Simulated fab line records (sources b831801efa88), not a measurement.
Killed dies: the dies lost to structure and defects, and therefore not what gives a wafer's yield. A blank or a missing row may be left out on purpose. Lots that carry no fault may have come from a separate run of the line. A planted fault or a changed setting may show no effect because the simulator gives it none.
fab line records + flow sky130
record:
- lots: 12
- wafers: 36
- lastDay: 50
route steps=708 shown GATE_OXIDE@203 POLY_CUT@317 RES_XHIGH@340 PAD_OPEN@708
lots that met no fault: from a run of the same line without faults
startH: start of the lot's first displayed wafer, in hours after the record's first day + waitH: hours since the lot's step before + " same as the row above + L1.1+2: a single row standing in for several wafers + - no value, or no start was given + * or withheld: withheld + < > ~ a bound
route shown NAME@n: names a module that has steps shown in the file, with the first one's number in the route + usual: mean/standard deviation taken from wafers without a fault + same: alike in all rows + chamber/n: place in a boat + sites: readings site by site + _std_site: standard deviation across them + _edge_site: mean of outer sites minus mean of inner sites + radiusMm: for every site, how far away it sits from the centre of the wafer + mask NAME#n: copy n + behind: tool/chamber where the wafer was last shaped + hold: why the lot went on hold/how many hours it stayed there/how the hold came to an end + device: whichever transistor did not switch (one of n, p or np) + end of line: the tests these same wafers got at the end of their route + a step given without rows: its recipe and nothing more + killed: dies lost to structure and defects at the first sort, not the wafer's yield + map: shows each die of a wafer: x if killed, . if not, _ if none is there
set.NAME: the run value of the setting; set.NAME@STEP: its run value at that earlier step + model.NAME: the simulator's own value behind a step, which no gauge read
one table for each step of the route and one row for each wafer, over a sample of lots
services: from which hour (startH, from the record's first day; less than 0 if before it) a tool's chamber was out of use, for how many hours, and why
== steps ==
step: SKY_GATE_OXIDE_OXIDATION_16
recipe:
- tempC: 800
- ambient: O2
- idleTempC: 700
- rampUpCPerMin: 10
- rampDownCPerMin: 3
- stabiliseS: 600
- purgeS: 300
- targetThkA: 35.7
- oxTimeS: 1915
usual:
- rampDownCPerMin: 3.0000/0.00053
- spikeTcBottomC: 820.3/1.9
- spikeTcCentreC: 800.7/1.1
- spikeTcLowerC: 801.3/1.1
- spikeTcTopC: 811.7/2.3
- spikeTcUpperC: 800.2/1.1
| lot.wafer | tool       | chamber | startH | waitH | rampDownCPerMin | spikeTcBottomC | spikeTcCentreC | spikeTcLowerC | spikeTcTopC | spikeTcUpperC |
|-----------|------------|---------|--------|-------|-----------------|----------------|----------------|---------------|-------------|---------------|
| L823.2    | furnace-02 | 0       | 313.40 | 2.0   | 3.0002          | 820.6          | 800.5          | 799.2         | 813.6       | 800.5         |
| L823.5    | "          | 0       | "      | "     | 3.0009          | 821.6          | 801.6          | 801.8         | 813.7       | 799.9         |
| L823.6    | "          | 0       | "      | "     | 3.0000          | 819.0          | 800.4          | 803.2         | 811.9       | 800.6         |
| L824.2    | furnace-02 | 0       | 323.72 | 0.0   | 2.9996          | 818.7          | 800.2          | 801.9         | 812.7       | 800.7         |
| L824.3    | "          | 0       | "      | "     | 2.9995          | 819.8          | 800.1          | 800.1         | 812.5       | 801.7         |
| L824.6    | "          | 0       | "      | "     | 2.9996          | 819.8          | 800.3          | 801.6         | 814.4       | 800.6         |
| L826.2    | furnace-02 | 0       | 338.83 | 2.9   | 3.0009          | 817.9          | 800.8          | 799.8         | 813.8       | 799.9         |
| L826.4    | "          | 0       | "      | "     | 2.9992          | 819.3          | 800.4          | 802.3         | 813.2       | 800.7         |
| L826.5    | "          | 0       | "      | "     | 2.9991          | 820.8          | 802.1          | 802.2         | 814.4       | 798.8         |
| L827.1    | furnace-02 | 0       | 338.83 | 1.1   | 2.9990          | 818.9          | 800.5          | 802.1         | 813.6       | 800.5         |
| L827.2    | "          | 0       | "      | "     | 3.0009          | 817.9          | 801.7          | 801.9         | 814.1       | 801.1         |
| L827.4    | "          | 0       | "      | "     | 2.9999          | 818.9          | 800.4          | 799.5         | 813.5       | 800.9         |
| L828.1    | furnace-02 | 0       | 351.96 | 5.3   | 2.9999          | 819.5          | 801.5          | 800.7         | 811.8       | 798.9         |
| L828.2    | "          | 0       | "      | "     | 3.0001          | 820.6          | 798.4          | 801.6         | 813.2       | 803.3         |
| L828.4    | "          | 0       | "      | "     | 2.9991          | 818.0          | 801.3          | 801.6         | 811.9       | 800.1         |
| L831.1    | furnace-01 | 0       | 374.59 | 0.0   | 3.0004          | 823.1          | 800.4          | 800.0         | 808.5       | 798.6         |
| L831.5    | "          | 0       | "      | "     | 3.0005          | 821.6          | 800.8          | 800.4         | 808.6       | 798.6         |
| L831.6    | "          | 0       | "      | "     | 3.0003          | 822.1          | 801.2          | 802.0         | 811.1       | 798.6         |
| L832.2    | furnace-02 | 0       | 383.94 | 0.0   | 3.0004          | 819.8          | 800.7          | 802.0         | 814.8       | 799.4         |
| L832.5    | "          | 0       | "      | "     | 3.0004          | 818.9          | 799.3          | 801.6         | 812.8       | 800.8         |
| L832.6    | "          | 0       | "      | "     | 3.0007          | 817.4          | 801.7          | 800.9         | 813.9       | 802.0         |
| L833.1    | furnace-02 | 0       | 394.12 | 0.0   | 3.0008          | 818.1          | 800.4          | 801.7         | 814.0       | 799.9         |
| L833.4    | "          | 0       | "      | "     | 2.9997          | 820.3          | 797.2          | 802.4         | 813.7       | 801.0         |
| L833.5    | "          | 0       | "      | "     | 3.0000          | 819.3          | 798.6          | 800.0         | 814.2       | 800.5         |
| L834.4    | furnace-01 | 0       | 394.20 | 0.0   | 3.0005          | 824.0          | 800.3          | 799.9         | 808.4       | 799.2         |
| L834.5    | "          | 0       | "      | "     | 2.9995          | 823.9          | 800.6          | 802.0         | 808.7       | 799.4         |
| L834.6    | "          | 0       | "      | "     | 2.9994          | 822.9          | 800.3          | 800.8         | 808.2       | 799.1         |
| L836.1    | furnace-02 | 0       | 449.30 | 0.0   | 3.0003          | 819.1          | 799.8          | 800.7         | 812.2       | 799.5         |
| L836.3    | "          | 0       | "      | "     | 2.9996          | 817.7          | 801.2          | 800.8         | 813.6       | 799.9         |
| L836.4    | "          | 0       | "      | "     | 2.9998          | 818.1          | 797.8          | 800.0         | 814.4       | 800.0         |
| L844.2    | furnace-02 | 0       | 485.95 | 0.0   | 3.0011          | 810.7          | 788.5          | 789.1         | 800.5       | 788.8         |
| L844.3    | "          | 0       | "      | "     | 2.9998          | 806.0          | 787.1          | 789.3         | 799.5       | 788.3         |
| L844.6    | "          | 0       | "      | "     | 2.9992          | 807.1          | 789.1          | 788.2         | 799.5       | 788.9         |
| L845.4    | furnace-02 | 0       | 490.96 | 0.0   | 3.0003          | 807.8          | 787.5          | 790.7         | 800.3       | 790.5         |
| L845.5    | "          | 0       | "      | "     | 2.9997          | 806.4          | 789.6          | 790.0         | 803.0       | 789.7         |
| L845.6    | "          | 0       | "      | "     | 2.9996          | 807.0          | 789.3          | 791.8         | 802.2       | 787.5         |
step: SKY_POLY_CUT_ETCH_10
recipe:
- chemistry: N2/H2
- target: BARC
- ionEnergyEv: 200
- sourceW: 500
- biasW: 100
- pressureMtorr: 30
- n2FlowSccm: 100
- h2FlowSccm: 200
- stopOn: SiO2
- timeS: 45.9
- targetDepthA: 600
usual:
- drypumpMotorCurrentA: 5.9/0.5
- oesProductAu: 0.854/0.0045
- throttleValvePct: 13.226/0.0095
| lot.wafer | tool       | chamber | startH | waitH | drypumpMotorCurrentA | oesProductAu | rfHoursCounterH | throttleValvePct |
|-----------|------------|---------|--------|-------|----------------------|--------------|-----------------|------------------|
| L823.2    | rieDiel-04 | 2       | 556.61 | 0.0   | 5.8                  | 0.856        | 23              | 13.232           |
| L823.5    | "          | 3       | "      | "     | 6.4                  | 0.847        | -               | 13.232           |
| L823.6    | "          | 0       | "      | "     | 5.1                  | 0.855        | -               | 13.228           |
| L824.2    | rieDiel-03 | 0       | 566.66 | 0.0   | 6.4                  | 0.848        | 10              | 13.217           |
| L824.3    | "          | 1       | "      | "     | 5.0                  | 0.851        | 5               | 13.225           |
| L824.6    | "          | 3       | "      | "     | 6.4                  | 0.855        | -               | 13.223           |
| L826.2    | rieDiel-01 | 1       | 604.26 | 0.0   | 5.4                  | 0.858        | 7               | 13.225           |
| L826.4    | "          | 2       | "      | "     | 5.9                  | 0.854        | 18              | 13.233           |
| L826.5    | "          | 1       | "      | "     | 5.5                  | 0.851        | -               | 13.221           |
| L828.1    | rieDiel-03 | 0       | 605.07 | 0.0   | 6.4                  | 0.857        | 11              | 13.215           |
| L828.2    | "          | 1       | "      | "     | 5.1                  | 0.850        | 6               | 13.224           |
| L828.4    | "          | 2       | "      | "     | 6.2                  | 0.850        | 11              | 13.232           |
| L827.1    | rieDiel-03 | 3       | 605.60 | 0.0   | 6.4                  | 0.858        | 9               | 13.219           |
| L827.2    | "          | 0       | "      | "     | 6.4                  | 0.851        | 11              | 13.227           |
| L827.4    | "          | 1       | "      | "     | 5.1                  | 0.855        | 6               | 13.223           |
| L831.1    | rieDiel-03 | 1       | 624.70 | 0.0   | 5.0                  | 0.858        | 6               | 13.224           |
| L831.5    | "          | 0       | "      | "     | 6.4                  | 0.855        | -               | 13.231           |
| L831.6    | "          | 1       | "      | "     | 5.1                  | 0.858        | -               | 13.215           |
| L832.2    | rieDiel-01 | 3       | 634.20 | 0.0   | 6.1                  | 0.858        | 30              | 13.232           |
| L832.5    | "          | 0       | "      | "     | 5.7                  | 0.860        | -               | 13.225           |
| L832.6    | "          | 3       | "      | "     | 6.1                  | 0.853        | -               | 13.215           |
| L834.4    | rieDiel-03 | 3       | 647.20 | 0.0   | 6.4                  | 0.853        | 10              | 13.213           |
| L834.5    | "          | 0       | "      | "     | 6.4                  | 0.857        | -               | 13.241           |
| L834.6    | "          | 1       | "      | "     | 5.1                  | 0.854        | -               | 13.227           |
| L833.1    | rieDiel-04 | 1       | 648.15 | 0.0   | 5.9                  | 0.852        | 14              | 13.220           |
| L833.4    | "          | 1       | "      | "     | 5.9                  | 0.856        | -               | 13.221           |
| L833.5    | "          | 2       | "      | "     | 5.8                  | 0.857        | -               | 13.209           |
| L836.1    | rieDiel-01 | 3       | 695.26 | 0.0   | 6.1                  | 0.854        | 30              | 13.222           |
| L836.3    | "          | 0       | "      | "     | 5.7                  | 0.850        | 9               | 13.216           |
| L836.4    | "          | 1       | "      | "     | 5.4                  | 0.856        | 10              | 13.229           |
| L844.2    | rieDiel-04 | 1       | 728.35 | 0.0   | 5.9                  | 0.852        | 16              | 13.220           |
| L844.3    | "          | 3       | "      | "     | 6.5                  | 0.851        | 7               | 13.224           |
| L844.6    | "          | 0       | "      | "     | 5.1                  | 0.851        | -               | 13.232           |
| L845.4    | rieDiel-01 | 1       | 733.04 | 0.0   | 5.5                  | 0.857        | -               | 13.227           |
| L845.5    | "          | 0       | "      | "     | 5.8                  | 0.856        | -               | 13.223           |
| L845.6    | "          | 3       | "      | "     | 6.1                  | 0.861        | -               | 13.236           |
step: SKY_RES_XHIGH_STRIP_08
recipe:
- chemistry: O2/N2
- powerW: 1400
- pressureMtorr: 1500
- platenTempC: withheld
- o2FlowSccm: 3000
- n2FlowSccm: 300
- overashFraction: 0.5
usual:
- drypumpMotorCurrentA: 5.6/0.37
- oesProductAu: 0.711/0.0048
- stripTimeToEndpointS: 14.26/0.043
same:
- overashFraction: 0.5
| lot.wafer | tool           | chamber | startH | waitH | drypumpMotorCurrentA | oesProductAu | rfHoursCounterH | stripTimeToEndpointS |
|-----------|----------------|---------|--------|-------|----------------------|--------------|-----------------|----------------------|
| L823.2    | plasmaAsher-01 | 0       | 615.72 | 0.1   | 5.1                  | 0.716        | 77              | 14.29                |
| L823.5    | "              | 0       | "      | "     | 5.1                  | 0.709        | -               | 14.27                |
| L823.6    | "              | 1       | "      | "     | 5.2                  | 0.707        | -               | 14.21                |
| L824.2    | plasmaAsher-02 | 1       | 625.02 | 0.1   | 6.1                  | 0.713        | 19              | 14.28                |
| L824.3    | "              | 0       | "      | "     | 5.7                  | 0.705        | -               | 14.28                |
| L824.6    | "              | 1       | "      | "     | 6.1                  | 0.717        | -               | 14.27                |
| L826.2    | plasmaAsher-02 | 0       | 661.67 | 0.1   | 5.7                  | 0.723        | 23              | 14.24                |
| L826.4    | "              | 1       | "      | "     | 6.1                  | 0.706        | -               | 14.25                |
| L826.5    | "              | 1       | "      | "     | 6.1                  | 0.701        | -               | 14.17                |
| L828.1    | plasmaAsher-04 | 1       | 662.89 | 0.1   | 5.6                  | 0.714        | 100             | 14.32                |
| L828.2    | "              | 0       | "      | "     | 5.7                  | 0.703        | 100             | 14.35                |
| L828.4    | "              | 0       | "      | "     | 5.7                  | 0.720        | -               | 14.33                |
| L827.1    | plasmaAsher-02 | 0       | 663.79 | 0.1   | 5.7                  | 0.707        | 23              | 14.28                |
| L827.2    | "              | 1       | "      | "     | 6.1                  | 0.710        | 23              | 14.24                |
| L827.4    | "              | 0       | "      | "     | 5.7                  | 0.707        | -               | 14.27                |
| L831.1    | plasmaAsher-02 | 0       | 681.59 | 0.1   | 5.7                  | 0.717        | 24              | 14.22                |
| L831.5    | "              | 0       | "      | "     | 5.7                  | 0.710        | -               | 14.22                |
| L831.6    | "              | 1       | "      | "     | 6.1                  | 0.709        | -               | 14.22                |
| L832.2    | plasmaAsher-01 | 0       | 691.09 | 0.1   | 5.1                  | 0.711        | 84              | 14.34                |
| L832.5    | "              | 0       | "      | "     | 5.1                  | 0.709        | -               | 14.35                |
| L832.6    | "              | 1       | "      | "     | 5.2                  | 0.718        | -               | 14.35                |
| L834.4    | plasmaAsher-04 | 1       | 703.75 | 0.1   | 5.5                  | 0.706        | -               | 14.31                |
| L834.5    | "              | 0       | "      | "     | 5.7                  | 0.718        | -               | 14.32                |
| L834.6    | "              | 1       | "      | "     | 5.6                  | 0.715        | -               | 14.34                |
| L833.1    | plasmaAsher-04 | 0       | 704.35 | 0.1   | 5.7                  | 0.718        | 104             | 14.28                |
| L833.4    | "              | 1       | "      | "     | 5.6                  | 0.712        | -               | 14.29                |
| L833.5    | "              | 1       | "      | "     | 5.6                  | 0.712        | -               | 14.27                |
| L836.1    | plasmaAsher-01 | 0       | 751.42 | 0.1   | 5.1                  | 0.710        | 91              | 14.26                |
| L836.3    | "              | 1       | "      | "     | 5.2                  | 0.711        | -               | 14.24                |
| L836.4    | "              | 0       | "      | "     | 5.1                  | 0.718        | -               | 14.28                |
| L844.2    | plasmaAsher-01 | 1       | 782.77 | 0.1   | 5.1                  | 0.719        | 94              | 14.29                |
| L844.3    | "              | 0       | "      | "     | 5.1                  | 0.709        | -               | 14.26                |
| L844.6    | "              | 1       | "      | "     | 5.1                  | 0.711        | -               | 14.25                |
| L845.4    | plasmaAsher-01 | 1       | 788.23 | 0.1   | 5.2                  | 0.712        | -               | 14.29                |
| L845.5    | "              | 0       | "      | "     | 5.1                  | 0.713        | -               | 14.27                |
| L845.6    | "              | 1       | "      | "     | 5.2                  | 0.716        | -               | 14.23                |
step: SKY_RES_XHIGH_TW_MEAS_09
usual:
- RES_XHIGH_TW: 1641/14
| lot.wafer | tool         | chamber | startH | waitH | RES_XHIGH_TW |
|-----------|--------------|---------|--------|-------|--------------|
| L823.2    | filmMetro-01 | -       | 615.83 | 0.1   | 1641         |
| L823.5    | "            | -       | "      | "     | 1628         |
| L823.6    | "            | -       | "      | "     | 1634         |
| L824.2    | filmMetro-02 | -       | 625.13 | 0.1   | 1658         |
| L824.3    | "            | -       | "      | "     | 1667         |
| L824.6    | "            | -       | "      | "     | 1663         |
| L826.2    | filmMetro-02 | -       | 661.78 | 0.1   | 1663         |
| L826.4    | "            | -       | "      | "     | 1659         |
| L826.5    | "            | -       | "      | "     | 1659         |
| L828.1    | filmMetro-01 | -       | 662.99 | 0.1   | 1645         |
| L828.2    | "            | -       | "      | "     | 1642         |
| L828.4    | "            | -       | "      | "     | 1644         |
| L827.1    | filmMetro-02 | -       | 663.89 | 0.1   | 1654         |
| L827.2    | "            | -       | "      | "     | 1659         |
| L827.4    | "            | -       | "      | "     | 1654         |
| L831.1    | filmMetro-01 | -       | 681.69 | 0.1   | 1640         |
| L831.5    | "            | -       | "      | "     | 1650         |
| L831.6    | "            | -       | "      | "     | 1644         |
| L832.2    | filmMetro-03 | -       | 691.20 | 0.1   | 1616         |
| L832.5    | "            | -       | "      | "     | 1617         |
| L832.6    | "            | -       | "      | "     | 1619         |
| L834.4    | filmMetro-01 | -       | 703.85 | 0.1   | 1611         |
| L834.5    | "            | -       | "      | "     | 1620         |
| L834.6    | "            | -       | "      | "     | 1619         |
| L833.1    | filmMetro-01 | -       | 704.45 | 0.1   | 1623         |
| L833.4    | "            | -       | "      | "     | 1628         |
| L833.5    | "            | -       | "      | "     | 1625         |
| L836.1    | filmMetro-03 | -       | 751.52 | 0.1   | 1641         |
| L836.3    | "            | -       | "      | "     | 1642         |
| L836.4    | "            | -       | "      | "     | 1638         |
| L844.2    | filmMetro-02 | -       | 782.88 | 0.1   | 1643         |
| L844.3    | "            | -       | "      | "     | 1651         |
| L844.6    | "            | -       | "      | "     | 1646         |
| L845.4    | filmMetro-02 | -       | 788.33 | 0.1   | 1649         |
| L845.5    | "            | -       | "      | "     | 1649         |
| L845.6    | "            | -       | "      | "     | 1653         |
step: SKY_PAD_OPEN_PROBE_99
usual:
- killed_at_M0_to_M3: 43/7.7
- killed_at_M4_up: 3.0/1.7
- killedAtContacts: 24/5.2
- killedAtFrontEnd: 15/4.5
- killedAtOther: 0.3/0.5
- killedDies: 85/9.5
- killedOnRim: 17/4
- killedOpen: 47/6.6
- killedShort: 38/6.6
same:
- grossDies: 492
- killedAtBackSide: 0
| lot.wafer | tool      | chamber | startH  | waitH | killed_at_M0_to_M3 | killed_at_M4_up | killedAtContacts | killedAtFrontEnd | killedAtOther | killedDies | killedOnRim | killedOpen | killedShort |
|-----------|-----------|---------|---------|-------|--------------------|-----------------|------------------|------------------|---------------|------------|-------------|------------|-------------|
| L824.2    | prober-02 | -       | 1080.81 | 0.1   | 41                 | 3               | 28               | 11               | 0             | 83         | 21          | 44         | 39          |
| L824.3    | prober-02 | -       | 1080.86 | 0.2   | 47                 | 3               | 23               | 14               | 0             | 87         | 17          | 58         | 29          |
| L824.6    | prober-02 | -       | 1081.01 | 0.2   | 48                 | 4               | 23               | 9                | 0             | 84         | 12          | 47         | 37          |
| L826.2    | prober-02 | -       | 1102.58 | 0.1   | 40                 | 3               | 27               | 15               | 0             | 85         | 20          | 43         | 42          |
| L826.4    | prober-02 | -       | 1102.68 | 0.2   | 42                 | 2               | 20               | 25               | 1             | 90         | 19          | 49         | 41          |
| L826.5    | prober-02 | -       | 1102.73 | 0.2   | 40                 | 4               | 16               | 12               | 1             | 73         | 6           | 40         | 33          |
| L833.1    | prober-01 | -       | 1135.14 | 0.1   | 36                 | 3               | 24               | 10               | 0             | 73         | 14          | 34         | 39          |
| L833.4    | prober-01 | -       | 1135.29 | 0.2   | 41                 | 3               | 28               | 15               | 1             | 88         | 12          | 51         | 37          |
| L833.5    | prober-01 | -       | 1135.34 | 0.2   | 37                 | 2               | 29               | 19               | 0             | 87         | 24          | 50         | 37          |
| L836.1    | prober-02 | -       | 1172.03 | 0.1   | 48                 | 4               | 19               | 13               | 0             | 84         | 20          | 54         | 30          |
| L836.3    | prober-02 | -       | 1172.13 | 0.2   | 51                 | 1               | 19               | 18               | 0             | 89         | 17          | 44         | 45          |
| L836.4    | prober-02 | -       | 1172.18 | 0.2   | 46                 | 2               | 22               | 16               | 0             | 86         | 20          | 45         | 41          |
killed by level:class
L824.2 CONTACT:geometricParticle:open=12 VIA3:geometricParticle:open=7 LOCAL_INTERCONNECT:geometricParticle:short=5 CONTACT:geometricParticle:short=5 METAL1:geometricParticle:short=5 METAL2:geometricParticle:short=5 VIA3:geometricParticle:short=5 LI_CONTACT:geometricParticle:open=4
L824.3 VIA3:geometricParticle:open=11 CONTACT:geometricParticle:open=10 VIA2:geometricParticle:open=8 VIA1:geometricParticle:open=7 LI_CONTACT:geometricParticle:open=6 FIELD_ISO:geometricParticle:open=5 CONTACT:geometricParticle:short=5 METAL2:geometricParticle:short=5
L824.6 VIA1:geometricParticle:open=11 VIA2:geometricParticle:open=8 METAL2:geometricParticle:short=7 VIA3:geometricParticle:open=7 LI_CONTACT:geometricParticle:open=6 LI_CONTACT:geometricParticle:short=5 CONTACT:geometricParticle:open=4 VIA2:geometricParticle:short=4
L826.2 CONTACT:geometricParticle:open=9 METAL2:geometricParticle:short=8 LI_CONTACT:geometricParticle:open=6 VIA3:geometricParticle:open=6 FIELD_ISO:geometricParticle:short=5 VIA1:geometricParticle:open=5 VIA2:geometricParticle:open=5 CONTACT:geometricParticle:short=4
L826.4 VIA1:geometricParticle:open=9 VIA2:geometricParticle:open=9 POLY_GATE:geometricParticle:open=8 METAL2:geometricParticle:short=6 FIELD_ISO:geometricParticle:open=5 POLY_GATE:geometricParticle:short=5 LI_CONTACT:geometricParticle:open=5 METAL1:geometricParticle:short=5
L826.5 VIA2:geometricParticle:open=7 LOCAL_INTERCONNECT:geometricParticle:short=6 CONTACT:geometricParticle:open=6 VIA1:geometricParticle:short=5 METAL1:geometricParticle:open=5 VIA1:geometricParticle:open=5 LI_CONTACT:geometricParticle:open=4 VIA2:geometricParticle:short=4
L833.1 VIA1:geometricParticle:open=9 LI_CONTACT:geometricParticle:open=5 LOCAL_INTERCONNECT:geometricParticle:short=5 CONTACT:geometricParticle:open=5 VIA2:geometricParticle:short=5 METAL1:geometricParticle:short=4 CONTACT:geometricParticle:short=4 VIA2:geometricParticle:open=4
L833.4 LI_CONTACT:geometricParticle:open=10 VIA1:geometricParticle:open=10 CONTACT:geometricParticle:open=8 VIA2:geometricParticle:open=6 FIELD_ISO:geometricParticle:short=5 LI_CONTACT:geometricParticle:short=5 METAL1:geometricParticle:short=4 CONTACT:geometricParticle:short=4
L833.5 LI_CONTACT:geometricParticle:open=11 VIA2:geometricParticle:open=10 CONTACT:geometricParticle:open=9 METAL2:geometricParticle:short=6 VIA1:geometricParticle:short=6 FIELD_ISO:geometricParticle:short=5 FIELD_ISO:geometricParticle:open=5 METAL1:geometricParticle:short=4
L836.1 VIA1:geometricParticle:open=17 VIA3:geometricParticle:open=8 CONTACT:geometricParticle:open=6 VIA2:geometricParticle:open=6 POLY_GATE:geometricParticle:open=5 LI_CONTACT:geometricParticle:open=5 POLY_GATE:geometricParticle:short=4 METAL1:geometricParticle:short=4
L836.3 VIA1:geometricParticle:open=10 VIA1:geometricParticle:short=10 METAL1:geometricParticle:short=8 LI_CONTACT:geometricParticle:open=6 POLY_GATE:geometricParticle:open=5 CONTACT:geometricParticle:short=5 VIA2:geometricParticle:open=5 CONTACT:geometricParticle:open=4
L836.4 VIA1:geometricParticle:open=10 CONTACT:geometricParticle:open=8 POLY_GATE:geometricParticle:open=6 VIA2:geometricParticle:short=5 CONTACT:geometricParticle:short=5 LI_CONTACT:geometricParticle:open=5 METAL1:geometricParticle:short=5 VIA2:geometricParticle:open=5
== services ==
| tool           | chamber | startH | hours | kind   |
|----------------|---------|--------|-------|--------|
| furnace-02     | -       | 291.63 | 3.3   | pm     |
| rieDiel-03     | 3       | 301.49 | 3.0   | repair |
| plasmaAsher-02 | -       | 307.25 | 4.2   | repair |
| rieDiel-01     | 1       | 341.00 | 5.0   | repair |
| plasmaAsher-01 | -       | 343.19 | 1.2   | repair |
| furnace-02     | -       | 348.71 | 3.2   | pm     |
| rieDiel-01     | -       | 355.79 | 0.3   | repair |
| plasmaAsher-01 | -       | 371.03 | 14.6  | pm     |
| plasmaAsher-02 | -       | 377.40 | 18.8  | pm     |
| plasmaAsher-01 | -       | 385.63 | 2.8   | pm     |
| rieDiel-03     | 1       | 399.41 | 1.3   | repair |
| rieDiel-03     | 1       | 407.27 | 13.8  | repair |
| plasmaAsher-02 | -       | 412.60 | 1.0   | repair |
| plasmaAsher-02 | -       | 421.30 | 9.0   | pm     |
| furnace-02     | -       | 471.98 | 5.2   | repair |
| plasmaAsher-01 | -       | 474.35 | 0.6   | repair |
| rieDiel-03     | 0       | 489.06 | 6.6   | repair |
| rieDiel-03     | 3       | 508.07 | 10.1  | repair |
| furnace-02     | -       | 509.30 | 3.3   | pm     |
| rieDiel-03     | 1       | 544.94 | 19.5  | repair |
| furnace-02     | -       | 581.56 | 3.0   | pm     |
| furnace-02     | -       | 655.75 | 7.6   | pm     |
| furnace-02     | -       | 678.13 | 3.5   | pm     |
| rieDiel-03     | 1       | 775.30 | 7.5   | repair |
== key ==
firstSign:
- step: SKY_GATE_OXIDE_OXIDATION_16
- reading: spikeTcCentreC
- direction: down
- sigmas: 11
- usual: 800.7
- struck: 788.5
effect:
- step: SKY_GATE_OXIDE_OXIDATION_16
- reading: spikeTcLowerC
- direction: down
- sigmas: 11
- usual: 801.3
- struck: 789.8
metAt SKY_GATE_OXIDE_OXIDATION_16
struckLots L844,L845
testerLeftOut L844,L845
notActingAt SKY_POLY_CUT_ETCH_10,SKY_RES_XHIGH_STRIP_08,SKY_RES_XHIGH_TW_MEAS_09
onsetBetween 449.30 485.95
fault:
- kind: processParameterDrift
- tool: furnace-02
- chamber: -
- onsetH: 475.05
- steps: SKY_GATE_OXIDE_OXIDATION_16
- channel: tempC
- offset: *
- shape: step
- endH: 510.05
- actsIn: *
- stated: *
testerLeftOut: of these lots the tester's yield and bins aren't shown, on N5 and GAA mostly nor the transistor test; their killed dies are dies lost to structure and defects alone, not to doping, threshold or leakage, so they don't give the yield
